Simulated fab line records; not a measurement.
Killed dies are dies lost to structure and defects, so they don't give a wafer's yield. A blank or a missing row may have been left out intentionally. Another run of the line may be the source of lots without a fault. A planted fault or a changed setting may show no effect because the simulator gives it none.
One fault through the eyes of 2 desks | flow sky130 | numbers are kept per desk, each desk with only its own; the story behind them comes last

## DESK OF THE TOOL OWNER: implanter-02
For each lot that ran on this tool, the mean over its sampled wafers that have a number, from the tool's own readings at SKY_VT_ADJUST_LVTN_IMPLANT_19. If a lot's mean is further than 4 standard deviations from the usual mean, the lot is out of limits and carries the mark OUT (the distance appears in the brackets).
Columns: A = beam_energy_keV at SKY_VT_ADJUST_LVTN_IMPLANT_19, usual 30.003; B = beam_on_s at SKY_VT_ADJUST_LVTN_IMPLANT_19, usual 10.02 s; C = end_station_pressure_torr at SKY_VT_ADJUST_LVTN_IMPLANT_19, usual 5e-06 Torr
lot  | first seen here | A      | B     | C
L805 | day 7 19:24     | 30.009 | 9.89  | 5e-06
L807 | day 8 09:42     | 30.007 | 10.05 | 5e-06
L816 | day 10 22:47    | 30.008 | 10.11 | 5e-06
L818 | day 11 09:45    | 30.005 | 9.94  | 5e-06
L821 | day 12 20:16    | 30.008 | 10.00 | 5e-06
L824 | day 13 23:41    | 30.000 | 9.92  | 5e-06
This desk's finding: nothing out of limits on any of the 6 lots.

## THE METROLOGY DESK
Means of the sampled wafers that have a number, per lot and without regard to the tool the lot ran on: this is what the gauges read. If a lot's mean is further than 4 standard deviations from the usual mean, the lot is out of limits and carries the mark OUT (the distance appears in the brackets).
Columns: A = VT_ADJUST_LVTN_2_TW at SKY_VT_ADJUST_LVTN_TW_MEAS_21, usual 188.4; B = VIA2_BOW at SKY_VIA2_BOW_MEAS_03, usual 86 um
lot  | first seen here | A                      | B
L804 | day 7 11:38     | 188.8                  | 97
L805 | day 7 19:39     | 190.1                  | 86
L807 | day 8 09:57     | 188.4                  | 84
L809 | day 9 02:02     | 30.1 (-99 or more) OUT | -
L810 | day 9 06:42     | 30.2 (-99 or more) OUT | -
L811 | day 9 10:14     | 30.2 (-99 or more) OUT | -
L812 | day 9 16:35     | 188.8                  | 84
L813 | day 10 01:24    | 188.3                  | 79
L816 | day 10 23:02    | 187.8                  | 91
L817 | day 11 03:00    | 187.7                  | 76
L818 | day 11 09:59    | 186.9                  | 80
L821 | day 12 20:30    | 188.9                  | 89
L822 | day 13 10:52    | 190.0                  | 88
L824 | day 13 23:56    | 188.7                  | 81
L826 | day 14 03:38    | 188.7                  | 80
This desk's result: L809, L810, L811 out of limits, first on L809 (VT_ADJUST_LVTN_2_TW at SKY_VT_ADJUST_LVTN_TW_MEAS_21), day 9 02:02. In limits: L804, L805, L807, L812, L813, L816, L817, L818, L821, L822, L824, L826.

## BROUGHT TOGETHER
At day 9 02:02 the metrology desk could have sounded an alarm, on L809, L810, L811.
The desk of the tool owner found nothing out of limits.
The tool owner's desk has no number on record for L809, L810, L811.
Every lot named ran SKY_VT_ADJUST_LVTN_IMPLANT_19 on implanter-02.

## WHAT THE SIMULATOR PUT IN
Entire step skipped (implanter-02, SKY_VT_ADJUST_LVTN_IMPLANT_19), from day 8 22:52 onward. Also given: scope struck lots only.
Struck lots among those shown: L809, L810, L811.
Per desk, hours elapsed from the start of the fault to the first reading out of limits: for the metrology desk, 3.
